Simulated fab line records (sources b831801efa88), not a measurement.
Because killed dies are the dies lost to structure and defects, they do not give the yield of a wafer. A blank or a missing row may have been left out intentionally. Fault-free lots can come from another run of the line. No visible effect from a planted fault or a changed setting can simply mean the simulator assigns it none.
Split-lot study :: flow sfq-line :: route with 325 steps; 5 lots, 23 wafers read

## ON THE SPLIT
At SFQ_TRILAYER_JJ_TRILAYER_DEP_SPUTTER_112 (material Nb, target thk 170 nm, time 113.3 s), the setting power-w was moved away from the recipe's 2000 W on 8 of the 23 wafers read, by -10.0% to +7.0%. This setting was run at the recipe's value on the other wafers.

## FROM THE SPLIT TO THE READING: what the file shows between them, 5 steps
- SFQ_JJ_RS_MEAS_929: measures by four-point-probe
- SFQ_TRILAYER_JJ_CE_LITHO_PEB_117: peb time 60 s (also split here: peb-temp-c)
- SFQ_TRILAYER_JJ_CE_LITHO_DEVELOP_116: time 60 s
- SFQ_TRILAYER_JJ_CE_METRO_MEASURE_117
- SFQ_TRILAYER_JJ_CE_BARC_OPEN_RIE_150: chemistry O2, target BARC, target depth 240 nm, time 80 s

## THE READING
oes-product-au, in a.u., at SFQ_TRILAYER_JJ_CE_ETCH_RIE_118 (chemistry SF6, target Nb, stops on Al2O3, time 97.7 s, target depth 170 nm). On this fab line, fault-free wafers typically give 0.986 a.u. with a standard deviation of 0.0078 a.u.

wafer: L074.3
tool, chamber at the split: pvd-sputter-03, -
power-w as run, W: 2000
against the recipe: recipe
oes-product-au, a.u.: 0.985
against lot-mates on the recipe: -

wafer: L074.4
tool, chamber at the split: pvd-sputter-03, -
power-w as run, W: 2000
against the recipe: recipe
oes-product-au, a.u.: 0.985
against lot-mates on the recipe: -

wafer: L074.5
tool, chamber at the split: pvd-sputter-03, -
power-w as run, W: 2000
against the recipe: recipe
oes-product-au, a.u.: 0.973
against lot-mates on the recipe: -

wafer: L078.1
tool, chamber at the split: pvd-sputter-03, -
power-w as run, W: 1836
against the recipe: -8.2%
oes-product-au, a.u.: 0.953
against lot-mates on the recipe: -0.027

wafer: L078.2
tool, chamber at the split: pvd-sputter-03, -
power-w as run, W: 2000
against the recipe: recipe
oes-product-au, a.u.: 0.970
against lot-mates on the recipe: -

wafer: L078.4
tool, chamber at the split: pvd-sputter-03, -
power-w as run, W: 2000
against the recipe: recipe
oes-product-au, a.u.: 0.987
against lot-mates on the recipe: -

wafer: L078.5
tool, chamber at the split: pvd-sputter-03, -
power-w as run, W: 1836
against the recipe: -8.2%
oes-product-au, a.u.: 0.946
against lot-mates on the recipe: -0.034

wafer: L078.6
tool, chamber at the split: pvd-sputter-03, -
power-w as run, W: 2000
against the recipe: recipe
oes-product-au, a.u.: 0.982
against lot-mates on the recipe: -

wafer: L079.1
tool, chamber at the split: pvd-sputter-03, -
power-w as run, W: 2140
against the recipe: +7.0%
oes-product-au, a.u.: 0.992
against lot-mates on the recipe: +0.009

wafer: L079.2
tool, chamber at the split: pvd-sputter-03, -
power-w as run, W: 2000
against the recipe: recipe
oes-product-au, a.u.: 0.971
against lot-mates on the recipe: -

wafer: L079.3
tool, chamber at the split: pvd-sputter-03, -
power-w as run, W: 2000
against the recipe: recipe
oes-product-au, a.u.: 0.986
against lot-mates on the recipe: -

wafer: L079.4
tool, chamber at the split: pvd-sputter-03, -
power-w as run, W: 2140
against the recipe: +7.0%
oes-product-au, a.u.: 1.001
against lot-mates on the recipe: +0.018

wafer: L079.6
tool, chamber at the split: pvd-sputter-03, -
power-w as run, W: 2000
against the recipe: recipe
oes-product-au, a.u.: 0.991
against lot-mates on the recipe: -

wafer: L083.1
tool, chamber at the split: pvd-sputter-05, -
power-w as run, W: 1833
against the recipe: -8.4%
oes-product-au, a.u.: 0.934
against lot-mates on the recipe: -0.044

wafer: L083.2
tool, chamber at the split: pvd-sputter-05, -
power-w as run, W: 1833
against the recipe: -8.4%
oes-product-au, a.u.: 0.938
against lot-mates on the recipe: -0.040

wafer: L083.4
tool, chamber at the split: pvd-sputter-05, -
power-w as run, W: 2000
against the recipe: recipe
oes-product-au, a.u.: 0.976
against lot-mates on the recipe: -

wafer: L083.5
tool, chamber at the split: pvd-sputter-05, -
power-w as run, W: 2000
against the recipe: recipe
oes-product-au, a.u.: 0.978
against lot-mates on the recipe: -

wafer: L083.6
tool, chamber at the split: pvd-sputter-05, -
power-w as run, W: 2000
against the recipe: recipe
oes-product-au, a.u.: 0.980
against lot-mates on the recipe: -

wafer: L084.1
tool, chamber at the split: pvd-sputter-04, -
power-w as run, W: 2000
against the recipe: recipe
oes-product-au, a.u.: 0.999
against lot-mates on the recipe: -

wafer: L084.2
tool, chamber at the split: pvd-sputter-04, -
power-w as run, W: 1800
against the recipe: -10.0%
oes-product-au, a.u.: 0.937
against lot-mates on the recipe: -0.059

wafer: L084.3
tool, chamber at the split: pvd-sputter-04, -
power-w as run, W: 1800
against the recipe: -10.0%
oes-product-au, a.u.: 0.941
against lot-mates on the recipe: -0.055

wafer: L084.4
tool, chamber at the split: pvd-sputter-04, -
power-w as run, W: 2000
against the recipe: recipe
oes-product-au, a.u.: 0.999
against lot-mates on the recipe: -

wafer: L084.5
tool, chamber at the split: pvd-sputter-04, -
power-w as run, W: 2000
against the recipe: recipe
oes-product-au, a.u.: 0.990
against lot-mates on the recipe: -

FIT RESULTS
A straight line over all 23 wafers: oes-product-au changes by +0.00403 a.u. for each +1% of power-w; r = +0.90; the points scatter about the line by 0.0095 a.u.
The same after taking each lot's own level away (the mean of its wafers on the recipe; 23 wafers): +0.00423 a.u. for each +1%; r = +0.93; scatter 0.0084 a.u.
According to that fit, moving power-w by its largest amount changes the reading by 0.042 a.u.
From 0.9780 to 0.9960 a.u.: that is the span of the lots' own levels, equal to 2.3 times the standard deviation above.
The two slopes agree, so the slope changes little with the lot-to-lot level.
Check: with one of the wafers moved furthest among these (-10.0%) left out of the fit, the line predicts -0.0421 a.u. for it against its lot-mates. Against them it came out at -0.059 a.u.

## THE OTHER SPLITS THESE WAFERS WENT THROUGH
These wafers also went through other splits before the reading. Each is held against what the fit with the lots' levels taken away leaves over:
other split on the same wafers: SFQ_TRILAYER_I3_VIA_LITHO_COAT_085 resist-thk-nm
wafers away from the commonest value: 5
r with oes-product-au (lot level and that fit taken away): +0.00

other split on the same wafers: SFQ_TRILAYER_I3_VIA_ETCH_VIA_ETCH_088 bias-w
wafers away from the commonest value: 7
r with oes-product-au (lot level and that fit taken away): -0.03

other split on the same wafers: SFQ_TRILAYER_M4_LITHO_EXPOSE_094 dose-mj
wafers away from the commonest value: 7
r with oes-product-au (lot level and that fit taken away): -0.02

other split on the same wafers: SFQ_TRILAYER_I4_VIA_LITHO_COAT_103 spin-rpm
wafers away from the commonest value: 8
r with oes-product-au (lot level and that fit taken away): -0.02

other split on the same wafers: SFQ_TRILAYER_JJ_CE_LITHO_PEB_117 peb-temp-c
wafers away from the commonest value: 10
r with oes-product-au (lot level and that fit taken away): -0.24

## THE WHOLE CHAIN: every reading that the file lists as answering this split, in the file's order
step: SFQ_TRILAYER_JJ_TRILAYER_DEP_SPUTTER_112
what it does: material Nb, target thk 170 nm, time 113.3 s
reading: Nb_of_TRILAYER_JJ_TRILAYER_DEP_SPUTTER_112.thk-nm (the simulator's own value, which no gauge read)
change (the file's fit): +1.66 nm for each +1% of the setting
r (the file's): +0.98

step: SFQ_JJ_RS_MEAS_929
what it does: measures by four-point-probe
reading: JJ_NB_RS
change (the file's fit): -0.0112 for each +1% of the setting
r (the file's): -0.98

step: SFQ_TRILAYER_JJ_CE_ETCH_RIE_118
what it does: chemistry SF6, target Nb, stops on Al2O3, time 97.7 s, target depth 170 nm
reading: oes-product-au
change (the file's fit): +0.00443 a.u. for each +1% of the setting
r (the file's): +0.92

## FILE'S OWN FIT
oes-product-au changes by +0.00443 a.u. for each +1% of power-w, r = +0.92.
